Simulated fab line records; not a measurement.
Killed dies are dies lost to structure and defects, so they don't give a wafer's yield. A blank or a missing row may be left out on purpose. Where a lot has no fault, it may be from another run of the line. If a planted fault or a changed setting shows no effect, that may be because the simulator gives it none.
fab line records	flow sky130
[record] lots = 11	wafers = 33	last-day = 50
route steps=708 shown VIA3@587 METAL4@601 PASSIVATION@683 PAD_OPEN@707
lots untouched by any fault: they come from a run of this same line in which no faults occurred
start-h: the number of hours between the record's first day and the start of the first shown wafer of the lot	wait-h: hours from the lot's prior step to this one	" repeats the value in the row above	L1.1+2: a row that stands for several wafers	- no value, or no start was given	* or withheld: withheld	< > ~ a bound
route shown NAME@n: names a module that has steps shown in the file, with the first one's number in the route	usual: mean/standard deviation taken from wafers without a fault	same: alike in all rows	chamber/n: place in a boat	sites: per-site readings	_std_site: the values' standard deviation	_edge_site: outer sites' mean less inner sites'	radius-mm: how far each site lies from the wafer's centre	mask NAME#n: copy n	behind: the tool/chamber that last shaped the wafer	hold: cause of the lot's hold/its duration in hours/its outcome	device: the transistor (n, p or np) that didn't switch	end of line: at the end of the route, the tests of the same wafers	step lacking rows: just its recipe	killed: not the wafer's yield, but the dies lost to structure and defects at the first sort	map: the dies of a wafer, with x for killed, . for not killed, _ for no die there
set.NAME: the setting as run; set.NAME@STEP: as run at that earlier step	model.NAME: the simulator's own value behind a step, which no gauge read
one table for each step of the route and one row for each wafer, over a sample of lots
services: a tool's chamber out of use, with start hour (start-h, from the record's first day; less than 0 if before it), hours out, and reason
[[steps]]
[step SKY_VIA3_ETCH_14]
[recipe] chemistry = N2/H2	target = BARC	ion-energy-ev = 200	source-w = 500	bias-w = 100	pressure-mtorr = 30	n2-flow-sccm = 100	h2-flow-sccm = 200	stop-on = SiO2	time-s = 45.9	target-depth-a = 600
[usual] drypump-motor-current-A = 5.66/0.27	oes-product-au = 0.854/0.005	throttle-valve-pct = 13.225/0.009
lot.wafer	tool	chamber	start-h	wait-h	drypump-motor-current-A	oes-product-au	rf-hours-counter-h	throttle-valve-pct
L653.3	rie-diel-01	1	961.32	0.0	5.83	0.854	12	13.238
L653.4	"	0	"	"	5.57	0.862	19	13.216
L653.6	"	0	"	"	5.54	0.856	-	13.206
L655.1	rie-diel-03	2	966.57	0.0	5.69	0.855	27	13.220
L655.5	"	1	"	"	5.62	0.852	-	13.235
L655.6	"	0	"	"	5.34	0.858	-	13.242
L656.3	rie-diel-01	2	971.67	0.0	5.84	0.855	3	13.230
L656.4	"	0	"	"	5.54	0.861	19	13.228
L656.5	"	1	"	"	5.86	0.859	-	13.220
L658.1	rie-diel-01	0	981.42	0.0	5.53	0.852	19	13.219
L658.3	"	3	"	"	5.34	0.847	21	13.217
L658.6	"	0	"	"	5.55	0.855	-	13.198
L659.2	rie-diel-01	0	993.92	0.0	5.55	0.858	20	13.220
L659.5	"	3	"	"	5.34	0.850	-	13.224
L659.6	"	2	"	"	5.89	0.858	-	13.210
L660.1	rie-diel-04	0	996.58	0.0	5.55	0.855	21	13.232
L660.2	"	3	"	"	5.92	0.849	25	13.219
L660.6	"	1	"	"	5.21	0.852	-	13.218
L665.1	rie-diel-03	2	1034.63	0.0	5.70	0.852	1	13.240
L665.2	"	1	"	"	5.61	0.859	8	13.234
L665.4	"	3	"	"	6.02	0.858	13	13.222
L669.1	rie-diel-04	2	1063.67	0.0	6.37	0.850	31	13.221
L669.2	"	1	"	"	5.21	0.843	29	13.215
L669.5	"	0	"	"	5.54	0.860	-	13.222
L670.1	rie-diel-04	3	1067.82	0.0	5.89	0.854	28	13.237
L670.3	"	2	"	"	6.35	0.857	31	13.208
L670.5	"	0	"	"	5.56	0.856	-	13.224
L671.3	rie-diel-01	0	1071.63	0.0	5.54	0.855	22	13.215
L671.4	"	1	"	"	5.82	0.858	15	13.236
L671.6	"	0	"	"	5.54	0.855	-	13.228
L673.4	rie-diel-01	1	1082.14	0.0	5.84	0.855	16	13.222
L673.5	"	2	"	"	5.81	0.859	-	13.216
L673.6	"	1	"	"	5.86	0.854	-	13.224
[step SKY_METAL4_SPUTTER_03]
[recipe] material = Ti	target-thk-nm = 5	power-w = 3000	time-s = 3.3	chamber-pressure-pa = 0.4
[usual] throttle-valve-pct = 30.1/0.8
lot.wafer	tool	chamber	start-h	wait-h	throttle-valve-pct
L653.3	pvd-sputter-02	-	962.78	0.0	30.4
L653.4	"	-	"	"	28.3
L653.6	"	-	"	"	30.4
L655.1	pvd-sputter-01	-	968.05	0.0	30.2
L655.5	"	-	"	"	30.6
L655.6	"	-	"	"	31.2
L656.3	pvd-sputter-01	-	973.12	0.0	30.7
L656.4	"	-	"	"	30.2
L656.5	"	-	"	"	29.9
L658.1	pvd-sputter-01	-	983.27	0.0	30.0
L658.3	"	-	"	"	30.2
L658.6	"	-	"	"	30.8
L659.2	pvd-sputter-01	-	995.51	0.0	31.3
L659.5	"	-	"	"	30.1
L659.6	"	-	"	"	29.8
L660.1	pvd-sputter-02	-	998.08	0.0	28.2
L660.2	"	-	"	"	29.8
L660.6	"	-	"	"	30.8
L665.1	pvd-sputter-01	-	1036.11	0.0	30.1
L665.2	"	-	"	"	30.6
L665.4	"	-	"	"	29.6
L669.1	pvd-sputter-03	-	1065.14	0.0	30.9
L669.2	"	-	"	"	30.1
L669.5	"	-	"	"	30.9
L670.1	pvd-sputter-01	-	1069.33	0.0	29.9
L670.3	"	-	"	"	30.1
L670.5	"	-	"	"	30.2
L671.3	pvd-sputter-03	-	1073.11	0.0	29.0
L671.4	"	-	"	"	29.1
L671.6	"	-	"	"	29.2
L673.4	pvd-sputter-02	-	1083.58	0.0	30.5
L673.5	"	-	"	"	30.9
L673.6	"	-	"	"	28.6
[step SKY_PASSIVATION_CVD_02]
[recipe] material = Si3N4	target-thk-nm = 540	temp-c = 400	time-s = withheld	rf-w = 450
[usual] heater-power-w = 701/100	rf-fwd-power-W = 449.3/1.4
lot.wafer	tool	chamber	start-h	wait-h	heater-power-w	rf-fwd-power-W
L653.3	pecvd-01	0	1059.87	0.0	558	449.5
L653.4	"	0	"	"	581	450.0
L653.6	"	1	"	"	787	446.4
L655.1	pecvd-01	0	1064.32	0.1	526	447.8
L655.5	"	1	"	"	738	449.2
L655.6	"	2	"	"	658	448.7
L656.3	pecvd-04	0	1068.92	0.0	676	447.4
L656.4	"	0	"	"	683	448.1
L656.5	"	1	"	"	846	450.1
L658.1	pecvd-04	1	1077.88	0.1	873	449.2
L658.3	"	0	"	"	694	449.9
L658.6	"	2	"	"	800	446.2
L659.2	pecvd-04	0	1088.72	0.0	603	628.7
L659.5	"	2	"	"	764	629.9
L659.6	"	0	"	"	639	628.1
L660.1	pecvd-04	0	1091.68	0.1	644	627.8
L660.2	"	2	"	"	666	628.5
L660.6	"	2	"	"	729	629.2
L665.1	pecvd-03	1	1125.41	0.1	679	450.0
L665.2	"	0	"	"	627	452.1
L665.4	"	2	"	"	908	450.6
L669.1	pecvd-03	1	1149.55	0.1	672	449.0
L669.2	"	2	"	"	911	449.9
L669.5	"	0	"	"	630	445.8
L670.1	pecvd-04	0	1153.02	0.1	588	449.7
L670.3	"	2	"	"	812	451.7
L670.5	"	0	"	"	661	451.2
L671.3	pecvd-04	1	1156.07	0.0	863	449.5
L671.4	"	1	"	"	854	450.2
L671.6	"	2	"	"	748	448.9
L673.4	pecvd-01	2	1165.97	0.1	589	447.9
L673.5	"	0	"	"	559	449.8
L673.6	"	1	"	"	642	449.3
[step SKY_PASSIVATION_THK_MEAS_03]
[recipe] reads = Si3N4_of_PASSIVATION_CVD_02
[usual] PASSIVATION_CVD_02_THK = 542/7.1
lot.wafer	tool	chamber	start-h	wait-h	PASSIVATION_CVD_02_THK[nm]
L653.3	film-metro-02	-	1060.12	-	541
L653.4	"	-	"	"	548
L653.6	"	-	"	"	543
L655.1	film-metro-01	-	1064.55	-	537
L655.5	"	-	"	"	533
L655.6	"	-	"	"	531
L656.3	film-metro-01	-	1069.17	-	545
L656.4	"	-	"	"	547
L656.5	"	-	"	"	553
L658.1	film-metro-04	-	1078.10	-	549
L658.3	"	-	"	"	539
L658.6	"	-	"	"	549
L659.2	film-metro-01	-	1089.07	-	598
L659.5	"	-	"	"	607
L659.6	"	-	"	"	609
L660.1	film-metro-04	-	1092.02	-	591
L660.2	"	-	"	"	591
L660.6	"	-	"	"	599
L665.1	film-metro-04	-	1125.63	-	531
L665.2	"	-	"	"	530
L665.4	"	-	"	"	537
L669.1	film-metro-02	-	1149.78	-	532
L669.2	"	-	"	"	536
L669.5	"	-	"	"	542
L670.1	film-metro-04	-	1153.36	-	542
L670.3	"	-	"	"	543
L670.5	"	-	"	"	549
L671.3	film-metro-02	-	1156.32	-	537
L671.4	"	-	"	"	545
L671.6	"	-	"	"	535
L673.4	film-metro-01	-	1166.11	-	536
L673.5	"	-	"	"	546
L673.6	"	-	"	"	544
[step SKY_PAD_OPEN_BOW_MEAS_13]
[recipe] mode = bow
[usual] PAD_OPEN_BOW = 48/7.8
lot.wafer	tool	chamber	start-h	wait-h	PAD_OPEN_BOW[um]
L653.3	film-metro-04	-	1106.89	-	39
L653.4	"	-	"	"	43
L653.6	"	-	"	"	46
L655.1	film-metro-02	-	1109.16	-	46
L655.5	"	-	"	"	48
L655.6	"	-	"	"	30
L656.3	film-metro-04	-	1112.01	-	50
L656.4	"	-	"	"	56
L656.5	"	-	"	"	58
L658.1	film-metro-02	-	1130.88	-	44
L658.3	"	-	"	"	48
L658.6	"	-	"	"	52
L659.2	film-metro-02	-	1132.40	-	49
L659.5	"	-	"	"	47
L659.6	"	-	"	"	45
L660.1	film-metro-04	-	1133.88	-	41
L660.2	"	-	"	"	55
L660.6	"	-	"	"	48
L665.1	film-metro-02	-	1163.86	-	57
L665.2	"	-	"	"	51
L665.4	"	-	"	"	53
L669.1	film-metro-03	-	1185.27	-	42
L669.2	"	-	"	"	35
L669.5	"	-	"	"	48
L670.1	film-metro-03	-	1189.83	-	41
L670.3	"	-	"	"	51
L670.5	"	-	"	"	39
L671.3	film-metro-04	-	1191.25	-	45
L671.4	"	-	"	"	55
L671.6	"	-	"	"	44
L673.4	film-metro-02	-	1199.63	-	37
L673.5	"	-	"	"	47
L673.6	"	-	"	"	48
[step SKY_PAD_OPEN_PROBE_99]
[usual] defect-limited-yield = 82.4/1.9	killed_at_M0_to_M3 = 44/7.5	killed_at_M4_up = 3.2/1.9	killed-at-contacts = 23/4.7	killed-at-front-end = 15/4.7	killed-at-other = 0.4/0.66	killed-dies = 87/9.3	killed-open = 47/7.2	killed-short = 39/6.5	sort_bin_3_pad_short = 0.8/0.39	sort_bin_5_function = 10.5/1.4	sort_bin_6_memory = 6.3/1.2	sort-n-pass = 405/9.3	sort-yield-pct = 82.4/1.9
[same] gross-dies = 492	killed-at-back-side = 0	sort_bin_4_leakage[%] = 0	sort_bin_8_speed[%] = 0
lot.wafer	tool	chamber	start-h	wait-h	defect-limited-yield[%]	killed_at_M0_to_M3	killed_at_M4_up	killed-at-contacts	killed-at-front-end	killed-at-other	killed-dies	killed-open	killed-short	sort_bin_3_pad_short[%]	sort_bin_5_function[%]	sort_bin_6_memory[%]	sort-n-pass	sort-yield-pct[%]
L659.2	prober-01	-	1132.55	0.1	73.4	56	7	25	14	29	131	61	41	1.4	16.1	9.1	361	73.4
L659.5	prober-01	-	1132.70	0.2	84.8	37	3	20	13	2	75	36	37	0.6	9.8	4.9	417	84.8
L659.6	prober-01	-	1132.75	0.2	82.3	45	4	23	14	1	87	45	41	0.8	11.8	5.1	405	82.3
L660.1	prober-02	-	1134.00	0.1	79.7	40	2	17	20	21	100	40	39	0.6	15.4	4.3	392	79.7
L660.2	prober-02	-	1134.05	0.1	81.3	51	1	24	14	2	92	49	42	0.8	10.8	7.1	400	81.3
L660.6	prober-02	-	1134.25	0.2	80.9	54	3	15	21	1	94	51	43	0.8	11.6	6.7	398	80.9
// killed by level:class
L659.2 PASSIVATION:area-etch=16 VIA1:geometric-particle:open=13 LI_CONTACT:geometric-particle:open=12 PAD_OPEN:area-etch=12 CONTACT:geometric-particle:open=8 METAL1:geometric-particle:short=7 VIA3:geometric-particle:open=7 POLY_GATE:geometric-particle:open=6
L659.5 VIA1:geometric-particle:open=7 CONTACT:geometric-particle:open=6 METAL2:geometric-particle:short=6 POLY_GATE:geometric-particle:open=5 LOCAL_INTERCONNECT:geometric-particle:short=5 VIA1:geometric-particle:short=4 LI_CONTACT:geometric-particle:open=4 VIA2:geometric-particle:short=4
L659.6 VIA1:geometric-particle:open=10 CONTACT:geometric-particle:open=9 METAL1:geometric-particle:short=8 LI_CONTACT:geometric-particle:open=6 METAL2:geometric-particle:short=6 VIA3:geometric-particle:open=6 POLY_GATE:geometric-particle:open=4 CONTACT:geometric-particle:short=4
L660.1 PASSIVATION:area-etch=21 VIA3:geometric-particle:open=9 VIA2:geometric-particle:open=8 CONTACT:geometric-particle:open=7 VIA1:geometric-particle:short=7 FIELD_ISO:geometric-particle:open=5 FIELD_ISO:geometric-particle:short=5 POLY_GATE:geometric-particle:short=4
L660.2 VIA1:geometric-particle:open=14 METAL1:geometric-particle:short=10 LI_CONTACT:geometric-particle:open=8 VIA3:geometric-particle:open=7 VIA2:geometric-particle:short=7 CONTACT:geometric-particle:open=6 VIA1:geometric-particle:short=6 VIA2:geometric-particle:open=5
L660.6 VIA1:geometric-particle:open=11 VIA2:geometric-particle:open=11 VIA1:geometric-particle:short=10 CONTACT:geometric-particle:open=8 FIELD_ISO:geometric-particle:short=6 VIA3:geometric-particle:open=6 POLY_GATE:geometric-particle:short=6 LI_CONTACT:geometric-particle:open=6
[[services]]
tool	chamber	start-h	hours	kind
pecvd-04	2	949.50	17.2	repair
pecvd-01	-	960.68	2.8	pm
pvd-sputter-02	-	966.09	4.3	repair
rie-diel-04	0	969.95	19.9	repair
pecvd-04	1	994.13	6.8	repair
rie-diel-04	2	994.33	8.7	repair
rie-diel-04	-	994.80	0.5	repair
pvd-sputter-02	-	998.37	2.7	repair
pvd-sputter-02	-	999.21	5.1	repair
rie-diel-04	1	999.26	6.3	repair
pvd-sputter-02	-	1000.78	9.7	repair
pvd-sputter-01	-	1003.60	7.8	repair
rie-diel-01	0	1008.08	9.8	repair
pvd-sputter-01	-	1009.42	1.0	repair
rie-diel-01	1	1009.95	2.3	repair
rie-diel-04	-	1035.67	1.4	repair
rie-diel-01	2	1038.91	6.5	repair
pecvd-04	-	1041.59	0.6	repair
pecvd-04	0	1045.37	6.2	repair
pecvd-04	1	1083.63	10.0	repair
rie-diel-01	2	1087.09	2.1	repair
rie-diel-01	-	1114.64	28.1	pm
pvd-sputter-01	-	1152.70	0.6	repair
rie-diel-01	3	1160.79	3.3	repair
[[key]]
[first-sign] step = SKY_PASSIVATION_CVD_02	reading = rf-fwd-power-W	direction = up	sigmas = 99+	usual = 449.3	struck = 628.7
[effect] step = SKY_PASSIVATION_THK_MEAS_03	reading = PASSIVATION_CVD_02_THK	direction = up	sigmas = 8	usual = 542	struck = 599
[effect] step = SKY_PAD_OPEN_PROBE_99	reading = killed-at-other	direction = up	sigmas = 8.9	usual = 0.4	struck = 9.3	wafers-moved = 2
met-at SKY_PASSIVATION_CVD_02
struck-lots L659,L660
not-acting-at SKY_VIA3_ETCH_14,SKY_METAL4_SPUTTER_03,SKY_PAD_OPEN_BOW_MEAS_13
onset-between 1077.88 1088.72
[fault] kind = process-parameter-drift	tool = pecvd-04	chamber = -	onset-h = 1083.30	steps = SKY_PASSIVATION_CVD_02	channel = rf-w	offset = 180	shape = step	end-h = 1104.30	acts-in = these-recipes-only	stated = 450
